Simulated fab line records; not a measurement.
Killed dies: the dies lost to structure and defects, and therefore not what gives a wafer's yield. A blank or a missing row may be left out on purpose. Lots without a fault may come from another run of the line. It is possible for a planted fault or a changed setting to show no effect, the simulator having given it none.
fab line records ; flow gf180mcu
record: lots: 13; wafers: 39; last_day: 34
route steps=602 shown STI@16 VT_IMPLANT@97 POLY_GATE@168 HV_LDD@211
lots that met no fault: taken from a fault-free run of the same line
start_h: hours from the record's opening day to when the first of the lot's shown wafers began ; wait_h: hours elapsed since this lot's preceding step ; " same as the row above ; L1.1+2: one row covering several wafers at once ; - no value, or no start was given ; * or withheld: withheld ; < > ~ a bound
route shown NAME@n: a module of which the file shows steps, and the number in the route of the first ; usual: the fault-free wafers' mean and standard deviation ; same: alike in all rows ; chamber/n: place in a boat ; sites: per-site readings ; _std_site: standard deviation of those values ; _edge_site: outer sites' mean less inner sites' ; radius_mm: for every site, how far away it sits from the centre of the wafer ; mask NAME#n: copy n ; behind: the last tool/chamber to shape the wafer ; hold: reason for holding the lot/hours on hold/outcome of the hold ; device: the n, p or np transistor that did not switch ; end of line: tests of these same wafers at the route's end ; a step with no rows: only its recipe ; killed: the dies lost at the first sort to structure and to defects; this is not the yield of the wafer ; map: per-die view of a wafer (x killed, . not killed, _ where there is no die)
set.NAME: the setting the step ran with; set.NAME@STEP: the setting that earlier step ran with ; model.NAME: the simulator's own value behind a step, which no gauge read
the route's steps for a sample of lots (tables are steps, rows are wafers)
services: a tool's chamber out of use, with start hour (start_h, from the record's first day; less than 0 if before it), hours out, and reason
== steps ==
step: GF_STI_STRIP_15
recipe: chemistry: O2/N2; power_w: 1400; pressure_mtorr: 1500; platen_temp_c: 250; o2_flow_sccm: 3000; n2_flow_sccm: 300; overash_fraction: 0.5
usual: drypump_motor_current_A: 5.82/0.19; heater_power_w: 340/17; oes_product_au: 0.385/0.0054; strip_time_to_endpoint_s: 3.77/0.056
same: overash_fraction: 0.5
lot.wafer;tool;chamber;start_h;wait_h;drypump_motor_current_A;heater_power_w;oes_product_au;rf_hours_counter_h;strip_time_to_endpoint_s
L160.1;plasma_asher-03;1;33.51;0.0;5.63;319;0.386;40;3.83
L160.2;plasma_asher-03;0;33.51;0.0;5.82;333;0.376;40;3.70
L160.5;plasma_asher-03;1;33.51;0.0;5.57;326;0.389;-;3.79
L161.1;plasma_asher-03;0;36.74;0.0;5.81;340;0.385;40;3.75
L161.3;plasma_asher-03;1;36.74;0.0;5.63;332;0.376;-;3.66
L161.5;plasma_asher-03;0;36.74;0.0;5.84;346;0.384;-;3.71
L162.2;plasma_asher-03;1;41.94;0.0;5.61;324;0.391;41;3.84
L162.3;plasma_asher-03;0;41.94;0.0;5.81;347;0.395;-;3.77
L162.6;plasma_asher-03;0;41.94;0.0;5.84;347;0.375;-;3.69
L164.1;plasma_asher-02;1;51.31;0.0;6.19;372;0.389;38;3.81
L164.2;plasma_asher-02;0;51.31;0.0;5.80;333;0.386;38;3.73
L164.6;plasma_asher-02;0;51.31;0.0;5.79;332;0.385;-;3.85
L165.1;plasma_asher-02;1;57.87;0.0;6.12;383;0.389;39;3.82
L165.5;plasma_asher-02;0;57.87;0.0;5.78;328;0.384;-;3.72
L165.6;plasma_asher-02;1;57.87;0.0;6.12;373;0.384;-;3.75
L167.1;plasma_asher-02;1;67.07;0.0;6.15;379;0.389;40;3.89
L167.4;plasma_asher-02;0;67.07;0.0;5.79;316;0.390;-;3.89
L167.6;plasma_asher-02;1;67.07;0.0;6.14;384;0.399;-;3.89
L168.2;plasma_asher-01;0;72.12;0.0;6.00;331;0.383;39;3.74
L168.3;plasma_asher-01;0;72.12;0.0;5.99;340;0.397;-;3.86
L168.6;plasma_asher-01;0;72.12;0.0;6.00;331;0.389;-;3.80
L169.1;plasma_asher-02;0;76.11;0.0;5.78;329;0.397;41;3.91
L169.3;plasma_asher-02;0;76.11;0.0;5.78;330;0.395;-;3.87
L169.6;plasma_asher-02;1;76.11;0.0;6.13;371;0.382;-;3.86
L170.3;plasma_asher-01;1;82.62;0.1;5.57;353;0.391;-;3.82
L170.5;plasma_asher-01;1;82.62;0.1;5.57;337;0.388;-;3.75
L170.6;plasma_asher-01;0;82.62;0.1;5.97;332;0.396;-;3.79
L171.1;plasma_asher-01;1;87.90;0.0;5.58;347;0.384;41;3.69
L171.3;plasma_asher-01;0;87.90;0.0;5.98;334;0.384;-;3.72
L171.6;plasma_asher-01;0;87.90;0.0;5.99;338;0.382;-;3.70
L172.1;plasma_asher-01;1;92.91;0.0;5.59;340;0.389;41;3.82
L172.3;plasma_asher-01;1;92.91;0.0;5.59;347;0.380;-;3.82
L172.4;plasma_asher-01;0;92.91;0.0;6.00;330;0.397;-;3.91
L178.2;plasma_asher-01;1;124.49;0.0;5.60;347;0.379;45;3.79
L178.5;plasma_asher-01;1;124.49;0.0;5.59;335;0.384;-;3.80
L178.6;plasma_asher-01;0;124.49;0.0;5.99;327;0.385;-;3.73
L179.3;plasma_asher-02;0;129.49;0.1;5.79;332;0.390;-;3.77
L179.4;plasma_asher-02;1;129.49;0.1;6.10;355;0.380;-;3.66
L179.6;plasma_asher-02;1;129.49;0.1;6.10;359;0.382;-;3.73
step: GF_VT_IMPLANT_OVL_MEAS_07
usual: VT_IMPLANT_OVL: -0.3/1.2
lot.wafer;tool;chamber;start_h;wait_h;VT_IMPLANT_OVL[nm]
L160.1;overlay-02;-;118.49;0.1;0.1
L160.2;overlay-02;-;118.49;0.1;0.1
L160.5;overlay-02;-;118.49;0.1;-0.2
L161.1;overlay-01;-;123.21;0.1;0.1
L161.3;overlay-01;-;123.21;0.1;-0.8
L161.5;overlay-01;-;123.21;0.1;0.2
L162.2;overlay-02;-;129.47;0.1;-0.8
L162.3;overlay-02;-;129.47;0.1;0.1
L162.6;overlay-02;-;129.47;0.1;0.7
L164.1;overlay-01;-;139.61;0.1;-0.1
L164.2;overlay-01;-;139.61;0.1;-2.6
L164.6;overlay-01;-;139.61;0.1;-1.9
L165.1;overlay-02;-;147.84;0.1;-1.0
L165.5;overlay-02;-;147.84;0.1;0.4
L165.6;overlay-02;-;147.84;0.1;1.5
L167.1;overlay-02;-;162.81;0.1;-0.2
L167.4;overlay-02;-;162.81;0.1;0.5
L167.6;overlay-02;-;162.81;0.1;1.0
L168.2;overlay-01;-;166.77;0.1;-1.3
L168.3;overlay-01;-;166.77;0.1;-0.8
L168.6;overlay-01;-;166.77;0.1;-2.2
L169.1;overlay-02;-;172.01;0.1;0.1
L169.3;overlay-02;-;172.01;0.1;0.8
L169.6;overlay-02;-;172.01;0.1;-0.9
L170.3;overlay-02;-;180.35;0.1;-0.4
L170.5;overlay-02;-;180.35;0.1;0.6
L170.6;overlay-02;-;180.35;0.1;0.6
L171.1;overlay-02;-;185.12;0.1;2.0
L171.3;overlay-02;-;185.12;0.1;-0.2
L171.6;overlay-02;-;185.12;0.1;0.6
L172.1;overlay-02;-;190.26;0.1;-2.3
L172.3;overlay-02;-;190.26;0.1;-2.4
L172.4;overlay-02;-;190.26;0.1;-1.2
L178.2;overlay-02;-;229.07;0.1;-0.8
L178.5;overlay-02;-;229.07;0.1;-2.3
L178.6;overlay-02;-;229.07;0.1;-3.4
L179.3;overlay-02;-;237.77;0.1;-0.8
L179.4;overlay-02;-;237.77;0.1;-1.5
L179.6;overlay-02;-;237.77;0.1;-0.5
step: GF_POLY_GATE_OVL_MEAS_11
usual: POLY_GATE_OVL: 0/4.7
lot.wafer;tool;chamber;start_h;wait_h;POLY_GATE_OVL[nm]
L160.1;overlay-01;-;207.08;0.1;-4
L160.2;overlay-01;-;207.08;0.1;2
L160.5;overlay-01;-;207.08;0.1;-6
L161.1;overlay-01;-;211.90;0.1;-1
L161.3;overlay-01;-;211.90;0.1;0
L161.5;overlay-01;-;211.90;0.1;6
L162.2;overlay-02;-;219.12;0.1;5
L162.3;overlay-02;-;219.12;0.1;7
L162.6;overlay-02;-;219.12;0.1;-3
L164.1;overlay-02;-;232.38;0.1;-8
L164.2;overlay-02;-;232.38;0.1;-12
L164.6;overlay-02;-;232.38;0.1;-11
L165.1;overlay-02;-;242.40;0.1;-5
L165.5;overlay-02;-;242.40;0.1;7
L165.6;overlay-02;-;242.40;0.1;-3
L167.1;overlay-01;-;258.20;0.1;-9
L167.4;overlay-01;-;258.20;0.1;-3
L167.6;overlay-01;-;258.20;0.1;-4
L168.2;overlay-02;-;265.86;0.1;0
L168.3;overlay-02;-;265.86;0.1;2
L168.6;overlay-02;-;265.86;0.1;7
L169.1;overlay-02;-;269.46;0.1;0
L169.3;overlay-02;-;269.46;0.1;4
L169.6;overlay-02;-;269.46;0.1;-7
L170.3;overlay-01;-;278.94;0.1;7
L170.5;overlay-01;-;278.94;0.1;-5
L170.6;overlay-01;-;278.94;0.1;0
L171.1;overlay-01;-;281.30;0.1;2
L171.3;overlay-01;-;281.30;0.1;1
L171.6;overlay-01;-;281.30;0.1;2
L172.1;overlay-01;-;290.93;0.1;8
L172.3;overlay-01;-;290.93;0.1;3
L172.4;overlay-01;-;290.93;0.1;1
L178.2;overlay-02;-;336.93;0.1;2
L178.5;overlay-02;-;336.93;0.1;2
L178.6;overlay-02;-;336.93;0.1;-6
L179.3;overlay-02;-;343.61;0.1;9
L179.4;overlay-02;-;343.61;0.1;5
L179.6;overlay-02;-;343.61;0.1;0
step: GF_HV_LDD_IMPLANT_35
recipe: species: P; energy_kev: 60; dose_cm2: 7.5e+12; tilt_deg: 30; rotation_deg: 180
usual: dose_ions_cm2: 7.501e+12/8.1e+09; faraday_current_uA: 42.2/0.8
lot.wafer;tool;chamber;start_h;wait_h;dose_ions_cm2;faraday_current_uA
L160.1;implanter-03;0;265.22;0.1;7.503e+12;42.2
L160.2;implanter-03;0;265.22;0.1;7.499e+12;43.3
L160.5;implanter-03;0;265.22;0.1;7.506e+12;43.4
L161.1;implanter-03;0;270.69;0.1;7.516e+12;41.7
L161.3;implanter-03;0;270.69;0.1;7.507e+12;43.2
L161.5;implanter-03;0;270.69;0.1;7.515e+12;42.0
L162.2;implanter-01;0;280.66;0.1;7.508e+12;40.7
L162.3;implanter-01;0;280.66;0.1;7.5e+12;40.5
L162.6;implanter-01;0;280.66;0.1;7.501e+12;42.4
L164.1;implanter-03;0;292.54;0.1;7.493e+12;42.6
L164.2;implanter-03;0;292.54;0.1;7.49e+12;41.7
L164.6;implanter-03;0;292.54;0.1;7.495e+12;41.5
L165.1;implanter-02;0;302.92;0.1;7.499e+12;42.3
L165.5;implanter-02;0;302.92;0.1;7.502e+12;41.8
L165.6;implanter-02;0;302.92;0.1;7.505e+12;42.2
L167.1;implanter-01;0;320.87;0.1;7.496e+12;41.3
L167.4;implanter-01;0;320.87;0.1;7.499e+12;43.0
L167.6;implanter-01;0;320.87;0.1;7.507e+12;42.9
L168.2;implanter-01;0;329.29;0.1;7.503e+12;40.8
L168.3;implanter-01;0;329.29;0.1;7.509e+12;42.5
L168.6;implanter-01;0;329.29;0.1;7.521e+12;42.6
L169.1;implanter-01;0;334.04;0.1;7.511e+12;42.2
L169.3;implanter-01;0;334.04;0.1;7.513e+12;42.9
L169.6;implanter-01;0;334.04;0.1;7.513e+12;41.7
L170.3;implanter-01;0;343.64;0.1;7.509e+12;42.8
L170.5;implanter-01;0;343.64;0.1;7.492e+12;41.8
L170.6;implanter-01;0;343.64;0.1;7.502e+12;42.2
L171.1;implanter-03;0;345.29;0.1;7.497e+12;41.9
L171.3;implanter-03;0;345.29;0.1;7.5e+12;42.5
L171.6;implanter-03;0;345.29;0.1;7.51e+12;43.3
L172.1;implanter-02;0;356.17;0.1;7.489e+12;41.7
L172.3;implanter-02;0;356.17;0.1;7.495e+12;41.3
L172.4;implanter-02;0;356.17;0.1;7.496e+12;41.5
L178.2;implanter-03;0;407.47;0.1;8.682e+12;49.4
L178.5;implanter-03;0;407.47;0.1;8.684e+12;48.5
L178.6;implanter-03;0;407.47;0.1;8.682e+12;47.7
L179.3;implanter-03;0;414.54;0.1;8.695e+12;48.4
L179.4;implanter-03;0;414.54;0.1;8.698e+12;50.0
L179.6;implanter-03;0;414.54;0.1;8.699e+12;49.2
step: GF_HV_LDD_RS_MEAS_53
recipe: thk_meas_gauge: four-point-probe
usual: HV_LDD_RS: 418.2/0.94
lot.wafer;tool;chamber;start_h;wait_h;HV_LDD_RS[ohm/sq]
L160.1;film_metro-03;-;285.77;0.1;418.8
L160.2;film_metro-03;-;285.77;0.1;419.4
L160.5;film_metro-03;-;285.77;0.1;417.4
L161.1;film_metro-01;-;291.32;0.1;419.5
L161.3;film_metro-01;-;291.32;0.1;419.3
L161.5;film_metro-01;-;291.32;0.1;420.5
L162.2;film_metro-01;-;301.89;0.1;417.5
L162.3;film_metro-01;-;301.89;0.1;419.1
L162.6;film_metro-01;-;301.89;0.1;416.9
L164.1;film_metro-01;-;313.90;0.1;418.8
L164.2;film_metro-01;-;313.90;0.1;418.3
L164.6;film_metro-01;-;313.90;0.1;418.5
L165.1;film_metro-01;-;324.02;0.1;418.8
L165.5;film_metro-01;-;324.02;0.1;419.5
L165.6;film_metro-01;-;324.02;0.1;419.2
L167.1;film_metro-04;-;343.08;0.1;417.9
L167.4;film_metro-04;-;343.08;0.1;418.6
L167.6;film_metro-04;-;343.08;0.1;417.3
L168.2;film_metro-01;-;352.03;0.1;418.3
L168.3;film_metro-01;-;352.03;0.1;418.4
L168.6;film_metro-01;-;352.03;0.1;418.0
L169.1;film_metro-01;-;356.36;0.1;417.7
L169.3;film_metro-01;-;356.36;0.1;418.3
L169.6;film_metro-01;-;356.36;0.1;418.5
L170.3;film_metro-04;-;365.95;0.1;418.2
L170.5;film_metro-04;-;365.95;0.1;417.6
L170.6;film_metro-04;-;365.95;0.1;417.7
L171.1;film_metro-04;-;367.87;0.1;418.0
L171.3;film_metro-04;-;367.87;0.1;418.2
L171.6;film_metro-04;-;367.87;0.1;419.0
L172.1;film_metro-03;-;379.36;0.1;415.6
L172.3;film_metro-03;-;379.36;0.1;415.6
L172.4;film_metro-03;-;379.36;0.1;416.7
L178.2;film_metro-03;-;432.16;0.1;415.0
L178.5;film_metro-03;-;432.16;0.1;416.2
L178.6;film_metro-03;-;432.16;0.1;415.6
L179.3;film_metro-03;-;440.03;0.1;416.2
L179.4;film_metro-03;-;440.03;0.1;415.9
L179.6;film_metro-03;-;440.03;0.1;414.5
== services ==
tool;chamber;start_h;hours;kind
implanter-03;-;60.96;2.8;pm
implanter-02;-;62.25;3.5;repair
plasma_asher-02;-;73.56;2.4;repair
implanter-02;-;96.72;4.4;pm
plasma_asher-02;-;108.75;9.0;pm
plasma_asher-02;0;108.75;9.0;vent_cycle
plasma_asher-02;1;108.75;9.0;vent_cycle
implanter-02;-;115.38;1.7;repair
plasma_asher-02;0;117.75;-;clean
plasma_asher-02;1;117.75;-;clean
implanter-03;-;133.30;5.0;repair
implanter-01;-;141.20;2.6;pm
implanter-01;-;157.11;2.0;pm
plasma_asher-02;-;229.98;28.1;pm
plasma_asher-03;-;234.39;14.6;pm
plasma_asher-01;-;260.75;1.5;repair
implanter-02;-;273.05;2.9;repair
implanter-01;-;294.65;1.4;repair
implanter-03;-;306.77;3.1;repair
plasma_asher-01;-;310.41;4.3;repair
implanter-02;-;333.12;19.7;pm
plasma_asher-02;-;382.33;7.3;repair
plasma_asher-01;-;402.89;4.3;repair
== key ==
first_sign: step: GF_HV_LDD_IMPLANT_35; reading: dose_ions_cm2; direction: up; sigmas: 99+; usual: 7.501e+12; struck: 8.69e+12
effect: step: GF_HV_LDD_IMPLANT_35; reading: faraday_current_uA; direction: up; sigmas: 8.3; usual: 42.2; struck: 48.9
effect: step: GF_HV_LDD_RS_MEAS_53; reading: HV_LDD_RS; direction: down; sigmas: 2.8; usual: 418.2; struck: 415.6
met_at GF_HV_LDD_IMPLANT_35
struck_lots L178,L179
tester_left_out L178,L179
not_acting_at GF_STI_STRIP_15,GF_VT_IMPLANT_OVL_MEAS_07,GF_POLY_GATE_OVL_MEAS_11
onset_between 345.29 407.47
fault: kind: process_parameter_drift; tool: implanter-03; chamber: -; onset_h: 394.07; steps: GF_HV_LDD_IMPLANT_35; channel: dose_cm2; offset: 1.195e+12; shape: step; end_h: 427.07; acts_in: these_recipes_only; stated: 7.5e+12
tester_left_out: of these lots the tester's yield and bins aren't shown, on N5 and GAA mostly nor the transistor test; their killed dies are dies lost to structure and defects alone, not to doping, threshold or leakage, so they don't give the yield
